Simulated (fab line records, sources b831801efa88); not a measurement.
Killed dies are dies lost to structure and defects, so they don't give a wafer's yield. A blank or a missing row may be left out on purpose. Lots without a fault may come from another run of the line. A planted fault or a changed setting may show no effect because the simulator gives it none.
Which tool did it? | flow gf180mcu | 12 lots, 36 wafers sampled, at 6 steps of a route of 602

WHAT THE GAUGES READ, wafer by wafer
GF_STI_THK_MEAS_24. Usual: STI_CVD_23_THK 653 nm, standard deviation 7.7.
lot  | measured    | on            | STI_CVD_23_THK (nm) | flag
L835 | day 2 03:52 | film_metro-02 | 651 662 656         |
L836 | day 2 08:25 | film_metro-03 | 648 654 647         |
L837 | day 2 14:24 | film_metro-04 | 649 648 653         |
L838 | day 2 21:14 | film_metro-02 | 649 646 645         |
L843 | day 3 22:33 | film_metro-03 | 659 654 658         |
L844 | day 4 01:09 | film_metro-04 | 650 658 648         |
L847 | day 4 17:13 | film_metro-04 | 656 659 662         |
L851 | day 5 14:29 | film_metro-02 | 658 659 661         |
L852 | day 5 19:45 | film_metro-02 | 640 654 652         |
L853 | day 5 23:52 | film_metro-03 | 649 655 652         |
L855 | day 6 11:56 | film_metro-04 | 660 665 656         |
L857 | day 6 21:10 | film_metro-03 | 658 650 648         |

GF_NWELL_TW_MEAS_11. Usual: NWELL_TW 1559, standard deviation 8.6.
lot  | measured    | on            | NWELL_TW       | flag
L835 | day 3 07:31 | film_metro-04 | 1570 1565 1576 |
L836 | day 3 13:19 | film_metro-04 | 1560 1566 1564 |
L837 | day 3 18:52 | film_metro-04 | 1568 1564 1572 |
L838 | day 4 02:44 | film_metro-04 | 1557 1555 1566 |
L843 | day 5 04:46 | film_metro-01 | 1552 1559 1557 |
L844 | day 5 08:06 | film_metro-02 | 1552 1552 1556 |
L847 | day 6 02:14 | film_metro-01 | 1573 1572 1563 |
L851 | day 7 01:44 | film_metro-04 | 1551 1552 1546 |
L852 | day 7 05:14 | film_metro-01 | 1553 1547 1557 |
L853 | day 7 09:41 | film_metro-04 | 1558 1548 1551 |
L855 | day 8 01:13 | film_metro-01 | 1549 1540 1540 |
L857 | day 8 08:22 | film_metro-02 | 1567 1572 1571 |

GF_LVPWELL_TW_MEAS_11. Usual: LVPWELL_TW 553.8, standard deviation 3.
lot  | measured    | on            | LVPWELL_TW                          | flag
L835 | day 3 21:22 | film_metro-02 | 551.9 553.0 553.1                   |
L836 | day 4 03:07 | film_metro-04 | 553.5 554.6 553.0                   |
L837 | day 4 08:06 | film_metro-01 | 551.1 551.9 549.9                   |
L838 | day 4 16:42 | film_metro-01 | 548.7 547.0 550.2                   |
L843 | day 5 19:22 | film_metro-04 | 557.4 553.6 558.2                   |
L844 | day 5 22:32 | film_metro-04 | 553.5 554.6 554.5                   |
L847 | day 6 18:12 | film_metro-01 | 525.4 528.0 526.5 529.6 524.0 526.5 | OFF
L851 | day 7 17:44 | film_metro-04 | 523.4 523.6 522.2 523.2 525.1 520.5 | OFF
L852 | day 7 21:50 | film_metro-02 | 556.3 556.8 555.1                   |
L853 | day 8 01:49 | film_metro-02 | 558.4 559.3 556.5                   |
L855 | day 8 17:43 | film_metro-01 | 549.0 550.7 552.4                   |
L857 | day 9 01:10 | film_metro-02 | 553.9 550.3 549.9                   |

GF_VT_IMPLANT_RS_MEAS_48: measures by four-point-probe. Usual: LVPWELL_RS 1196 ohm/sq, standard deviation 3.5.
lot  | measured     | on            | LVPWELL_RS (ohm/sq)           | flag
L835 | day 7 14:00  | film_metro-04 | 1195 1194 1197                |
L836 | day 7 20:19  | film_metro-02 | 1198 1198 1200                |
L837 | day 8 02:41  | film_metro-01 | 1192 1194 1194                |
L838 | day 8 13:09  | film_metro-04 | 1196 1199 1200                |
L843 | day 9 20:55  | film_metro-04 | 1194 1193 1192                |
L844 | day 10 00:38 | film_metro-01 | 1196 1199 1199                |
L847 | day 10 23:34 | film_metro-01 | 1438 1446 1438 1440 1444 1439 | OFF
L851 | day 12 04:15 | film_metro-01 | 1449 1443 1450 1450 1444 1451 | OFF
L852 | day 12 09:02 | film_metro-01 | 1190 1188 1190                |
L853 | day 12 11:44 | film_metro-01 | 1191 1194 1195                |
L855 | day 13 08:59 | film_metro-04 | 1198 1193 1197                |
L857 | day 13 18:13 | film_metro-04 | 1199 1200 1202                |

WHICH TOOL RAN EACH LOT (tool, then ch and the chambers of the sampled wafers, then the start)
lot  | GF_LVPWELL_IMPLANT_09          | GF_LVPWELL_STRIP_10
L835 | implanter-04 ch 0, day 3 21:08 | plasma_asher-01 ch 0,1, day 3 21:15
L836 | implanter-04 ch 0, day 4 02:53 | plasma_asher-04 ch 0,1, day 4 03:01
L837 | implanter-01 ch 0, day 4 07:52 | plasma_asher-03 ch 0,1, day 4 07:59
L838 | implanter-04 ch 0, day 4 16:27 | plasma_asher-01 ch 0,1, day 4 16:36
L843 | implanter-03 ch 0, day 5 19:08 | plasma_asher-03 ch 0,1, day 5 19:16
L844 | implanter-01 ch 0, day 5 22:17 | plasma_asher-04 ch 0,1, day 5 22:26
L847 | implanter-01 ch 0, day 6 17:57 | plasma_asher-01 ch 0,1, day 6 18:06
L851 | implanter-01 ch 0, day 7 17:29 | plasma_asher-01 ch 0, day 7 17:38
L852 | implanter-04 ch 0, day 7 21:35 | plasma_asher-04 ch 0,1, day 7 21:44
L853 | implanter-04 ch 0, day 8 01:36 | plasma_asher-04 ch 0,1, day 8 01:44
L855 | implanter-04 ch 0, day 8 17:28 | plasma_asher-03 ch 0,1, day 8 17:36
L857 | implanter-04 ch 0, day 9 00:55 | plasma_asher-01 ch 0,1, day 9 01:03
- GF_LVPWELL_IMPLANT_09
- GF_LVPWELL_STRIP_10: strips in O2/N2.

WHAT THE TOOLS THEMSELVES READ (means of the sampled wafers that have a number; where no wafer has one, the mark that the record gives instead)
GF_LVPWELL_IMPLANT_09. Usual: dose_ions_cm2 4.999e+12, standard deviation 5.6e+09; faraday_current_uA 28.2, standard deviation 0.54.
lot  | tool         | dose_ions_cm2 | faraday_current_uA | flag
L835 | implanter-04 | 5.001e+12     | 27.6               |
L836 | implanter-04 | 5.002e+12     | 27.9               |
L837 | implanter-01 | 5.000e+12     | 28.6               |
L838 | implanter-04 | 4.993e+12     | 27.5               |
L843 | implanter-03 | 5.000e+12     | 28.2               |
L844 | implanter-01 | 4.991e+12     | 28.3               |
L847 | implanter-01 | 9.513e+11     | 5.4                | OFF
L851 | implanter-01 | 9.547e+11     | 5.4                | OFF
L852 | implanter-04 | 5.002e+12     | 27.9               |
L853 | implanter-04 | 4.999e+12     | 27.9               |
L855 | implanter-04 | 4.993e+12     | 27.8               |
L857 | implanter-04 | 4.997e+12     | 28.3               |

GF_LVPWELL_STRIP_10. Usual: drypump_motor_current_A 5.3 A, standard deviation 0.36; heater_power_w 331 W, standard deviation 18; oes_product_au 0.722 a.u., standard deviation 0.0045; platen_temp_c 249.98 C, standard deviation 0.17; strip_time_to_endpoint_s 36.48 s, standard deviation 0.087.
lot  | tool            | drypump_motor_current_A (A) | heater_power_w (W) | oes_product_au (a.u.) | platen_temp_c (C) | strip_time_to_endpoint_s (s) | flag
L835 | plasma_asher-01 | 5.2                         | 335                | 0.723                 | 249.80            | 36.58                        |
L836 | plasma_asher-04 | 5.2                         | 351                | 0.729                 | 249.90            | 36.56                        |
L837 | plasma_asher-03 | 5.3                         | 312                | 0.723                 | 250.01            | 36.52                        |
L838 | plasma_asher-01 | 5.1                         | 333                | 0.722                 | 249.89            | 36.50                        |
L843 | plasma_asher-03 | 5.3                         | 316                | 0.722                 | 249.93            | 36.46                        |
L844 | plasma_asher-04 | 5.7                         | 349                | 0.724                 | 250.23            | 36.46                        |
L847 | plasma_asher-01 | 5.2                         | 330                | 0.717                 | 250.27            | 36.42                        |
L851 | plasma_asher-01 | 5.1                         | 342                | 0.721                 | 250.07            | 36.51                        |
L852 | plasma_asher-04 | 5.2                         | 351                | 0.723                 | 250.03            | 36.59                        |
L853 | plasma_asher-04 | 5.6                         | 349                | 0.724                 | 249.85            | 36.40                        |
L855 | plasma_asher-03 | 5.3                         | 316                | 0.725                 | 249.97            | 36.58                        |
L857 | plasma_asher-01 | 5.2                         | 330                | 0.723                 | 249.91            | 36.50                        |

THE ANSWER, worked out from the rows above alone
Rule: a lot is off if the mean of its wafers that have a number lies more than 3 standard deviations from the usual mean. A lot without any number at a reading at which 4 lots or more have one is off too. The other lots that the step has rows for count as sound. The gauges are gone through in route order, then the tools' own readings, and for those a lot's mean is taken as printed above. The first step at which some lot is off is used, and at that step the reading that is off furthest; a lot without a number counts as furthest.
Off: L847, L851, at GF_LVPWELL_TW_MEAS_11 (LVPWELL_TW).
A tool fits if, at a process step before that reading, it ran every lot that is off, and no sound lot after the first of them. The gauges at GF_LVPWELL_TW_MEAS_11 aren't tried: what is off there is off at GF_LVPWELL_IMPLANT_09 too, on other tools, and a gauge's error can't cause that. One fits: implanter-01 at GF_LVPWELL_IMPLANT_09. Its last sound lot is L844 (day 5 22:17), its first lot that is off L847 (day 6 17:57): a fault that began between those two fits.
The tool's own readings at GF_LVPWELL_IMPLANT_09 bear it out: on the lots that are off they differ by more than 5 times the standard deviation of the sound lots' means. dose_ions_cm2 reads 9.530e+11 there against 4.998e+12 on the sound lots; faraday_current_uA reads 5.4 there against 28.0 on the sound lots.

WHAT THE SIMULATOR HAD PUT IN
Process parameter drift: implanter-01, from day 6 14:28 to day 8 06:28, at GF_LVPWELL_IMPLANT_09. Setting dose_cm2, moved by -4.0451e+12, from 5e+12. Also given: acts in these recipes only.
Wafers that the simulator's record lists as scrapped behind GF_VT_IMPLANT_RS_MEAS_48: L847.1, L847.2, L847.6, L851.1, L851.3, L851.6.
Lots struck among those shown: L847, L851. The rule above found the same.
